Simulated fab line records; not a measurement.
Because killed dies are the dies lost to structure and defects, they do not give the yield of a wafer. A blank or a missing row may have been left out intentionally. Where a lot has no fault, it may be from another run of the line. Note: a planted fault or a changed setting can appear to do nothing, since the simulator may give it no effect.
fab line records -- flow sky130
record lots=6, wafers=16, last-day=50
route steps=708 shown LOCAL_INTERCONNECT@396 CONTACT@406
lots that met no fault: from a run of the same line without faults
start-h: the number of hours between the record's first day and the start of the first shown wafer of the lot -- wait-h: time in hours since the lot's previous step -- " identical to the entry in the row above -- L1.1+2: a row that stands for several wafers -- - no value present, or no start provided -- * or withheld: withheld -- < > ~ a bound
route shown NAME@n: names a module that has steps shown in the file, with the first one's number in the route -- usual: average and standard deviation across the fault-free wafers -- same: alike in all rows -- chamber/n: place in a boat -- sites: readings site by site -- _std_site: the standard deviation of these -- _edge_site: the outer-site mean with the inner-site mean subtracted -- radius-mm: how far each site lies from the wafer's centre -- mask NAME#n: copy n -- behind: tool/chamber where the wafer was last shaped -- hold: reason for holding the lot/hours on hold/outcome of the hold -- device: the transistor (n, p or np) that didn't switch -- end of line: the same wafers' tests at the end of the route -- a step with no rows: only its recipe -- killed: count of dies lost to structure and defects at first sort (not the wafer's yield) -- map: a wafer's dies, marking killed ones x, the rest . and places with no die _
set.NAME: the setting the step ran with; set.NAME@STEP: the setting that earlier step ran with -- model.NAME: the simulator's own value behind a step, which no gauge read
lots at some steps of the route; a table a step, a row a wafer
services: the hour from which a tool's chamber was out of use, counted from the record's first day as start-h (under 0 if before that day), plus the number of hours and why
## steps
# step SKY_LOCAL_INTERCONNECT_PEB_09
# recipe peb-temp-c=withheld, peb-time-s=withheld, resist=KrF-thick
# step SKY_LOCAL_INTERCONNECT_DEVELOP_10
# recipe develop-time-s=60, resist=KrF-thick, dev-temp-c=21
# step SKY_LOCAL_INTERCONNECT_CD_MEAS_11
# recipe target-cd-nm=170
# usual cd-nm=169.8/1.7
lot.wafer,tool,chamber,start-h,wait-h,cd-nm
L865.1,cd-sem-01,-,764.11,-,172.0
L865.4,cd-sem-01,-,764.11,-,172.0
L868.2,cd-sem-01,-,772.74,-,167.6
L868.6,cd-sem-01,-,772.74,-,169.5
L876.3,cd-sem-01,-,836.68,-,173.5
L876.5,cd-sem-01,-,836.68,-,172.7
L876.6,cd-sem-01,-,836.68,-,173.5
L878.2,cd-sem-02,-,841.73,-,169.2
L878.4,cd-sem-02,-,841.73,-,170.3
L878.6,cd-sem-02,-,841.73,-,170.6
L879.3,cd-sem-01,-,849.16,-,170.7
L879.5,cd-sem-01,-,849.16,-,171.3
L879.6,cd-sem-01,-,849.16,-,171.5
L882.2,cd-sem-02,-,871.13,-,171.0
L882.3,cd-sem-02,-,871.13,-,170.9
L882.4,cd-sem-02,-,871.13,-,170.6
# step SKY_LOCAL_INTERCONNECT_OVL_MEAS_12
# usual LOCAL_INTERCONNECT_OVL=3/5.8
lot.wafer,tool,chamber,start-h,wait-h,LOCAL_INTERCONNECT_OVL[nm]
L865.1,overlay-01,-,764.23,0.1,4
L865.4,overlay-01,-,764.23,0.1,3
L868.2,overlay-01,-,772.84,0.1,5
L868.6,overlay-01,-,772.84,0.1,2
L876.3,overlay-01,-,836.77,0.1,-1
L876.5,overlay-01,-,836.77,0.1,3
L876.6,overlay-01,-,836.77,0.1,0
L878.2,overlay-02,-,841.84,0.1,0
L878.4,overlay-02,-,841.84,0.1,3
L878.6,overlay-02,-,841.84,0.1,2
L879.3,overlay-01,-,849.25,0.1,13
L879.5,overlay-01,-,849.25,0.1,10
L879.6,overlay-01,-,849.25,0.1,7
L882.2,overlay-01,-,871.24,0.1,4
L882.3,overlay-01,-,871.24,0.1,-5
L882.4,overlay-01,-,871.24,0.1,7
# step SKY_LOCAL_INTERCONNECT_ETCH_13
# recipe chemistry=N2/H2, target=BARC, ion-energy-ev=200, bias-w=100, pressure-mtorr=30, n2-flow-sccm=100, h2-flow-sccm=200, icp-w=500, stop-on=SiO2, time-s=45.9, target-depth-a=600
# usual drypump-motor-current-A=5.9/0.49, oes-product-au=0.855/0.0053, throttle-valve-pct=13.225/0.0095
lot.wafer,tool,chamber,start-h,wait-h,drypump-motor-current-A,oes-product-au,rf-hours-counter-h,throttle-valve-pct
L865.1,rie-metal-04,0,764.27,0.0,6.6,0.859,7,13.233
L865.4,rie-metal-04,0,764.27,0.0,6.5,0.858,-,13.231
L868.2,rie-metal-02,1,772.87,0.0,6.0,0.860,2,13.219
L868.6,rie-metal-02,0,772.87,0.0,5.1,0.856,-,13.236
L876.3,rie-metal-01,1,836.82,0.0,6.1,0.860,-,13.221
L876.5,rie-metal-01,1,836.82,0.0,6.2,0.855,-,13.254
L876.6,rie-metal-01,0,836.82,0.0,6.0,0.855,-,13.214
L878.2,rie-metal-04,0,841.87,0.0,6.6,0.861,10,13.223
L878.4,rie-metal-04,0,841.87,0.0,6.5,0.865,-,13.207
L878.6,rie-metal-04,0,841.87,0.0,6.6,0.851,-,13.234
L879.3,rie-metal-04,0,849.30,0.0,6.6,0.851,-,13.226
L879.5,rie-metal-04,0,849.30,0.0,6.6,0.851,-,13.218
L879.6,rie-metal-04,1,849.30,0.0,5.4,0.843,-,13.223
L882.2,rie-metal-02,1,871.29,0.0,6.0,0.852,-,13.228
L882.3,rie-metal-02,1,871.29,0.0,6.0,0.846,-,13.227
L882.4,rie-metal-02,1,871.29,0.0,6.0,0.852,-,13.215
# step SKY_LOCAL_INTERCONNECT_METAL_ETCH_14
# recipe target-depth-nm=110, stop-on=PSG, chemistry=Cl2/BCl3, target=TiN, resist-sidewall-deg=88, pressure-mtorr=10, icp-w=900, bias-w=48.5, Cl2_flow_sccm=60, bcl3-flow-sccm=30, time-s=31.4
# usual drypump-motor-current-A=5.9/0.49, oes-product-au=0.943/0.0074, throttle-valve-pct=21.900/0.0098
lot.wafer,tool,chamber,start-h,wait-h,drypump-motor-current-A,oes-product-au,rf-hours-counter-h,throttle-valve-pct
L865.1,rie-metal-04,0,764.33,0.0,6.6,0.944,7,21.908
L865.4,rie-metal-04,0,764.33,0.0,6.6,0.936,-,21.904
L868.2,rie-metal-02,1,772.94,0.0,6.0,0.935,2,21.884
L868.6,rie-metal-02,0,772.94,0.0,5.1,0.936,-,21.879
L876.3,rie-metal-01,1,836.88,0.0,6.2,0.948,-,21.891
L876.5,rie-metal-01,1,836.88,0.0,6.1,0.952,-,21.875
L876.6,rie-metal-01,0,836.88,0.0,5.9,0.948,-,21.887
L878.2,rie-metal-04,0,841.93,0.0,6.5,0.946,10,21.889
L878.4,rie-metal-04,0,841.93,0.0,6.6,0.935,-,21.901
L878.6,rie-metal-04,0,841.93,0.0,6.5,0.935,-,21.932
L879.3,rie-metal-04,0,849.36,0.0,6.5,0.939,-,21.898
L879.5,rie-metal-04,0,849.36,0.0,6.6,0.945,-,21.905
L879.6,rie-metal-04,1,849.36,0.0,5.4,0.942,-,21.898
L882.2,rie-metal-02,1,871.41,0.1,6.0,0.952,-,21.902
L882.3,rie-metal-02,1,871.41,0.1,6.0,0.948,-,21.902
L882.4,rie-metal-02,1,871.41,0.1,6.0,0.937,-,21.899
# step SKY_LOCAL_INTERCONNECT_STRIP_15
# recipe chemistry=O2/N2, power-w=1400, pressure-mtorr=1500, platen-temp-c=withheld, o2-flow-sccm=3000, n2-flow-sccm=300, overash-fraction=0.5
# usual drypump-motor-current-A=5.5/0.47, oes-product-au=0.428/0.0043, strip-time-to-endpoint-s=4.740/0.019
lot.wafer,tool,chamber,start-h,wait-h,drypump-motor-current-A,oes-product-au,rf-hours-counter-h,strip-time-to-endpoint-s
L865.1,plasma-asher-04,1,764.38,0.0,5.9,0.430,94,4.791
L865.4,plasma-asher-04,0,764.38,0.0,5.0,0.428,-,4.752
L868.2,plasma-asher-04,0,772.99,0.0,5.0,0.437,95,4.751
L868.6,plasma-asher-04,1,772.99,0.0,5.9,0.432,-,4.730
L876.3,plasma-asher-01,0,836.95,0.1,5.8,0.419,-,4.701
L876.5,plasma-asher-01,0,836.95,0.1,5.8,0.418,-,4.730
L876.6,plasma-asher-01,1,836.95,0.1,4.9,0.433,-,4.733
L878.2,plasma-asher-01,0,841.98,0.0,5.8,0.431,45,4.772
L878.4,plasma-asher-01,0,841.98,0.0,5.8,0.425,-,4.788
L878.6,plasma-asher-01,1,841.98,0.0,4.9,0.433,-,4.759
L879.3,plasma-asher-01,1,849.42,0.1,4.9,0.425,-,4.703
L879.5,plasma-asher-01,1,849.42,0.1,4.9,0.430,-,4.707
L879.6,plasma-asher-01,0,849.42,0.1,5.8,0.433,-,4.711
L882.2,plasma-asher-03,1,871.50,0.1,5.6,0.424,13,4.747
L882.3,plasma-asher-03,0,871.50,0.1,6.2,0.431,-,4.741
L882.4,plasma-asher-03,1,871.50,0.1,5.6,0.422,-,4.765
# step SKY_LOCAL_INTERCONNECT_STRIP_16
# recipe chemistry=post-etch-residue-remover, time-s=1200, temp-c=72.5
# step SKY_LOCAL_INTERCONNECT_CLEAN_17
# recipe chemistry=IPA, time-s=180, temp-c=25
# step SKY_LOCAL_INTERCONNECT_CLEAN_18
# recipe chemistry=O3/DIW, dry=n2-spin
# step SKY_CONTACT_CVD_00
# recipe material=Si3N4, target-thk-nm=75, temp-c=400, time-s=withheld, rf-w=450
# usual heater-power-w=742/110
lot.wafer,tool,chamber,start-h,wait-h,heater-power-w
L865.1,pecvd-02,1,765.02,0.0,787
L865.4,pecvd-02,1,765.02,0.0,766
L868.2,pecvd-02,2,773.58,0.0,765
L868.6,pecvd-02,2,773.58,0.0,762
L876.3,pecvd-01,1,837.59,0.0,696
L876.5,pecvd-01,1,837.59,0.0,717
L876.6,pecvd-01,2,837.59,0.0,965
L878.2,pecvd-04,0,842.58,0.0,714
L878.4,pecvd-04,1,842.58,0.0,715
L878.6,pecvd-04,0,842.58,0.0,713
L879.3,pecvd-02,2,850.01,0.0,766
L879.5,pecvd-02,2,850.01,0.0,781
L879.6,pecvd-02,0,850.01,0.0,720
L882.2,pecvd-04,0,872.60,0.0,728
L882.3,pecvd-04,1,872.60,0.0,736
L882.4,pecvd-04,1,872.60,0.0,734
# step SKY_CONTACT_THK_MEAS_01
# recipe reads=Si3N4_of_CONTACT_CVD_00
# usual CONTACT_CVD_00_THK=74.4/1.2
lot.wafer,tool,chamber,start-h,wait-h,CONTACT_CVD_00_THK[nm]
L865.1,film-metro-02,-,765.05,-,74.2
L865.4,film-metro-02,-,765.05,-,75.1
L868.2,film-metro-04,-,773.62,-,74.3
L868.6,film-metro-04,-,773.62,-,75.3
L876.3,film-metro-02,-,837.65,-,73.9
L876.5,film-metro-02,-,837.65,-,75.6
L876.6,film-metro-02,-,837.65,-,76.4
L878.2,film-metro-04,-,842.62,-,73.6
L878.4,film-metro-04,-,842.62,-,76.2
L878.6,film-metro-04,-,842.62,-,75.2
L879.3,film-metro-04,-,850.06,-,74.1
L879.5,film-metro-04,-,850.06,-,75.1
L879.6,film-metro-04,-,850.06,-,72.6
L882.2,film-metro-04,-,872.65,-,73.6
L882.3,film-metro-04,-,872.65,-,74.4
L882.4,film-metro-04,-,872.65,-,75.7
# step SKY_CONTACT_HDPCVD_02
# recipe material=SiO2, target-thk-nm=565, sigma-open-frac=0.3, time-s=94.2, temp-c=600, sih4-flow-sccm=60, pressure-mtorr=6
lot.wafer,tool,chamber,start-h,wait-h,model.SiO2_of_CONTACT_HDPCVD_02.thk-nm
L865.1,hdpcvd-01,0,765.11,0.1,559.1
L865.4,hdpcvd-01,0,765.11,0.1,444.6
L868.2,hdpcvd-01,0,773.67,0.0,568.3
L868.6,hdpcvd-01,0,773.67,0.0,443.8
L876.3,hdpcvd-02,2,837.72,0.1,575.1
L876.5,hdpcvd-02,0,837.72,0.1,569.5
L876.6,hdpcvd-02,2,837.72,0.1,567.4
L878.2,hdpcvd-01,0,842.67,0.0,559.6
L878.4,hdpcvd-01,2,842.67,0.0,560.7
L878.6,hdpcvd-01,0,842.67,0.0,567.4
L879.3+6,hdpcvd-02,"2,0",850.13,0.1,560.8
L879.5,hdpcvd-02,2,850.13,0.1,560.3
L882.2,hdpcvd-02,1,872.70,0.0,568
L882.3,hdpcvd-02,2,872.70,0.0,559.6
L882.4,hdpcvd-02,0,872.70,0.0,568.3
# step SKY_CONTACT_THK_MEAS_03
# recipe reads=SiO2_of_CONTACT_HDPCVD_02
# usual CONTACT_HDPCVD_THK=564/6
lot.wafer,tool,chamber,start-h,wait-h,CONTACT_HDPCVD_THK[nm]
L865.1,film-metro-03,-,765.18,0.0,559
L865.4,film-metro-03,-,765.18,0.0,444
L868.2,film-metro-04,-,773.75,0.0,568
L868.6,film-metro-04,-,773.75,0.0,444
L876.3,film-metro-04,-,837.81,0.1,575
L876.5,film-metro-04,-,837.81,0.1,569
L876.6,film-metro-04,-,837.81,0.1,568
L878.2,film-metro-03,-,842.75,0.0,559
L878.4,film-metro-03,-,842.75,0.0,561
L878.6,film-metro-03,-,842.75,0.0,568
L879.3,film-metro-03,-,850.22,0.1,561
L879.5,film-metro-03,-,850.22,0.1,560
L879.6,film-metro-03,-,850.22,0.1,561
L882.2,film-metro-03,-,872.77,0.0,568
L882.3,film-metro-03,-,872.77,0.0,560
L882.4,film-metro-03,-,872.77,0.0,568
# step SKY_CONTACT_CMP_04
# recipe material=SiO2, down-force-psi=4, platen-rpm=60, pad-velocity-m-s=0.94248
# usual motor-current-A=11.8/1.2, time-to-endpoint-s=81/3.6
lot.wafer,tool,chamber,start-h,wait-h,motor-current-A,time-to-endpoint-s
L865.1,cmp-02,0,765.24,0.1,10.9,77
L865.4,cmp-02,2,765.24,0.1,10.4,37
L868.2,cmp-01,1,773.80,0.0,13.0,78
L868.6,cmp-01,2,773.80,0.0,12.1,34
L876.3,cmp-02,2,837.85,0.0,10.3,86
L876.5,cmp-02,2,837.85,0.0,10.7,85
L876.6,cmp-02,3,837.85,0.0,12.1,83
L878.4,cmp-02,3,842.80,0.0,12.3,83
L878.2,cmp-02,2,842.80,0.0,10.3,77
L878.6,cmp-02,3,842.80,0.0,12.4,83
L879.3,cmp-02,0,850.31,0.1,10.9,79
L879.6,cmp-02,3,850.31,0.1,12.8,84
L879.5,cmp-02,0,850.31,0.1,10.7,79
L882.4,cmp-02,1,872.87,0.1,12.0,83
L882.3,cmp-02,2,872.87,0.1,10.7,78
L882.2,cmp-02,3,872.87,0.1,12.4,84
# step SKY_CONTACT_BOW_MEAS_05
# recipe mode=bow
# usual CONTACT_BOW=81/7.3
lot.wafer,tool,chamber,start-h,wait-h,CONTACT_BOW[um]
L865.1,film-metro-03,-,765.54,0.2,86
L865.4,film-metro-03,-,765.54,0.2,73
L868.2,film-metro-03,-,774.12,0.3,73
L868.6,film-metro-03,-,774.12,0.3,73
L876.3,film-metro-04,-,838.19,0.3,80
L876.5,film-metro-04,-,838.19,0.3,87
L876.6,film-metro-04,-,838.19,0.3,80
L878.2,film-metro-03,-,843.12,0.1,80
L878.4,film-metro-03,-,843.12,0.1,80
L878.6,film-metro-03,-,843.12,0.1,80
L879.3,film-metro-02,-,850.60,0.2,90
L879.5,film-metro-02,-,850.60,0.2,86
L879.6,film-metro-02,-,850.60,0.2,83
L882.2,film-metro-04,-,873.14,0.1,75
L882.3,film-metro-04,-,873.14,0.1,82
L882.4,film-metro-04,-,873.14,0.1,78
## services
tool,chamber,start-h,hours,kind
cmp-01,-,744.48,4.0,pm
rie-metal-04,1,746.35,6.7,repair
rie-metal-02,1,748.60,11.2,repair
cmp-02,-,749.33,2.4,pm
pecvd-01,-,779.29,2.8,pm
cmp-01,-,785.61,3.7,pm
plasma-asher-01,-,787.57,2.8,pm
pecvd-04,-,794.21,0.8,pm
pecvd-02,2,808.14,24.6,repair
plasma-asher-03,-,808.35,2.8,pm
hdpcvd-01,0,811.99,4.4,repair
rie-metal-01,-,814.09,0.9,repair
rie-metal-02,1,815.48,4.7,repair
pecvd-04,2,829.64,5.9,repair
hdpcvd-02,1,835.63,21.9,repair
pecvd-01,-,837.63,6.0,pm
rie-metal-04,-,843.76,1.0,repair
rie-metal-02,0,848.34,-,clean
rie-metal-02,0,848.34,26.3,scheduled-down
rie-metal-01,1,848.96,3.0,repair
cmp-01,-,852.76,5.4,repair
plasma-asher-03,-,860.22,2.6,repair
hdpcvd-02,-,866.34,0.6,repair
rie-metal-01,-,868.67,0.7,repair
## key
first-sign step=SKY_CONTACT_THK_MEAS_03, reading=CONTACT_HDPCVD_THK, direction=down, sigmas=20, usual=564, struck=444
effect step=SKY_CONTACT_CMP_04, reading=time-to-endpoint-s, direction=down, sigmas=12, usual=*, struck=*
model-effect step=SKY_CONTACT_HDPCVD_02, value=SiO2_of_CONTACT_HDPCVD_02.thk-nm, without=563.4, struck=444.2
met-at SKY_CONTACT_HDPCVD_02
struck-wafers L865.4,L868.6
sort-left-out L865.4,L868.6
tester-left-out L865,L868
fault kind=process-parameter-drift, tool=hdpcvd-01, chamber=-, onset-h=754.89, steps=SKY_CONTACT_HDPCVD_02, channel=target-thk-nm, offset=-119.21, shape=step, end-h=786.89, scope=struck-wafers-only, acts-in=these-recipes-only, stated=565
# tester-left-out: of these lots the tester's yield and bins aren't shown, on N5 and GAA mostly nor the transistor test; their killed dies are dies lost to structure and defects alone, not to doping, threshold or leakage, so they don't give the yield
# sort-left-out: the simulated sort isn't trusted on such a fault, so these wafers' sort isn't shown, and their yield isn't known
